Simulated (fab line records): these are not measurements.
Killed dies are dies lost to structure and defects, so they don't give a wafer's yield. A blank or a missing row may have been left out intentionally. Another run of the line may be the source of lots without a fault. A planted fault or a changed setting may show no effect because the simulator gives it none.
Split-lot trial | flow sky130 | 23 wafers read from 5 lots, route of 708 steps

## SPLIT DETAILS
At SKY_PASSIVATION_ETCH_11 (etches the open film in CF4/O2, stops on AlCu, target depth 725 nm, time 161.1 s), the setting time s was moved away from the recipe's 161.1 s on 6 of the 23 wafers read, by -14.9% to -6.7%. All remaining wafers had this setting at the recipe value.

The split's own step is where the reading is taken.

## THE READING
coat_of_PASSIVATION_COAT_06.thk nm (the simulator's own value, which no gauge read), in nm, at SKY_PASSIVATION_ETCH_11 (etches the open film in CF4/O2, stops on AlCu, target depth 725 nm, time 161.1 s). There is no usual value for it anywhere in the file. Here, 17 wafers ran the recipe; their average is 2517 nm with a standard deviation of 14 nm.

wafer  | tool, chamber at the split | time s as run, s | against the recipe | coat_of_PASSIVATION_COAT_06.thk nm, nm | against lot-mates on the recipe
L075.1 | rie diel-04, 2             | 161.1            | recipe             | 2520                                   | -
L075.2 | rie diel-04, 3             | 161.1            | recipe             | 2515                                   | -
L075.3 | rie diel-04, 0             | 161.1            | recipe             | 2527                                   | -
L075.4 | rie diel-04, 1             | 161.1            | recipe             | 2535                                   | -
L075.6 | rie diel-04, 3             | 161.1            | recipe             | 2513                                   | -
L078.1 | rie diel-04, 0             | 150.3            | -6.7%              | 2549                                   | +37
L078.3 | rie diel-04, 3             | 161.1            | recipe             | 2497                                   | -
L078.4 | rie diel-04, 1             | 161.1            | recipe             | 2523                                   | -
L078.5 | rie diel-04, 0             | 150.3            | -6.7%              | 2546                                   | +34
L078.6 | rie diel-04, 1             | 161.1            | recipe             | 2515                                   | -
L079.1 | rie diel-04, 1             | 144.8            | -10.1%             | 2573                                   | +67
L079.2 | rie diel-04, 3             | 161.1            | recipe             | 2486                                   | -
L079.3 | rie diel-04, 2             | 161.1            | recipe             | 2510                                   | -
L079.4 | rie diel-04, 0             | 144.8            | -10.1%             | 2569                                   | +63
L079.5 | rie diel-04, 1             | 161.1            | recipe             | 2523                                   | -
L080.1 | rie diel-02, 3             | 161.1            | recipe             | 2526                                   | -
L080.4 | rie diel-02, 2             | 161.1            | recipe             | 2547                                   | -
L080.5 | rie diel-02, 0             | 161.1            | recipe             | 2517                                   | -
L081.1 | rie diel-02, 2             | 161.1            | recipe             | 2521                                   | -
L081.2 | rie diel-02, 0             | 161.1            | recipe             | 2503                                   | -
L081.4 | rie diel-02, 1             | 161.1            | recipe             | 2507                                   | -
L081.5 | rie diel-02, 1             | 137.1            | -14.9%             | 2581                                   | +71
L081.6 | rie diel-02, 2             | 137.1            | -14.9%             | 2599                                   | +89

THE FIT
A straight line over all 23 wafers: coat_of_PASSIVATION_COAT_06.thk nm changes by -5 nm for each +1% of time s; r = -0.90; the points scatter about the line by 13 nm.
The same after taking each lot's own level away (the mean of its wafers on the recipe; 23 wafers): -5.62 nm for each +1%; r = -0.94; scatter 11 nm.
On that fit, the largest move of time s shifts the reading by 84 nm.
Across the lots, their own levels run from 2506.3 to 2530.0 nm, a range of 1.7 times the standard deviation given above.
Hence the slope depends on the lot-to-lot level, as the two fits are not the same.
Check: +89.7 nm against its lot-mates is what the line predicts for one of the wafers moved furthest among these (-14.9%) when that wafer is left out of the fit. Against them it came out at +70.7 nm.

## THESE WAFERS: OTHER SPLITS
Other splits were also applied to these wafers ahead of the reading. Each is held against what the fit with the lots' levels taken away leaves over:
other split on the same wafers     | wafers away from the commonest value | r with coat_of_PASSIVATION_COAT_06.thk nm (lot level and that fit taken away)
SKY_METAL4_ETCH_16 icp w           | 8                                    | -0.23
SKY_VIA4_CMP_02 leave above ref nm | 9                                    | -0.11
SKY_VIA4_ETCH_12 source w          | 5                                    | +0.11
SKY_VIA4_CVD_18 temp c             | 9                                    | +0.08
SKY_METAL5_METAL_ETCH_15 bias w    | 9                                    | -0.11

## THE WHOLE CHAIN: every reading that the file lists as answering this split, in the file's order
step                     | what it does                                                                     | reading                                                                             | change (the file's fit)              | r (the file's)
SKY_PASSIVATION_ETCH_11  | etches the open film in CF4/O2, stops on AlCu, target depth 725 nm, time 161.1 s | PASSIVATION.feature depth nm (the simulator's own value, which no gauge read)       | +6.44 nm for each +1% of the setting | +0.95
SKY_PASSIVATION_ETCH_11  | etches the open film in CF4/O2, stops on AlCu, target depth 725 nm, time 161.1 s | coat_of_PASSIVATION_COAT_06.thk nm (the simulator's own value, which no gauge read) | -5.63 nm for each +1% of the setting | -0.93
SKY_PASSIVATION_STRIP_12 | strips in O2/N2                                                                  | strip time to endpoint s                                                            | withheld for each +1% of the setting | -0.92

## THE FILE'S OWN FIT
coat_of_PASSIVATION_COAT_06.thk nm changes by -5.63 nm for each +1% of time s, r = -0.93.
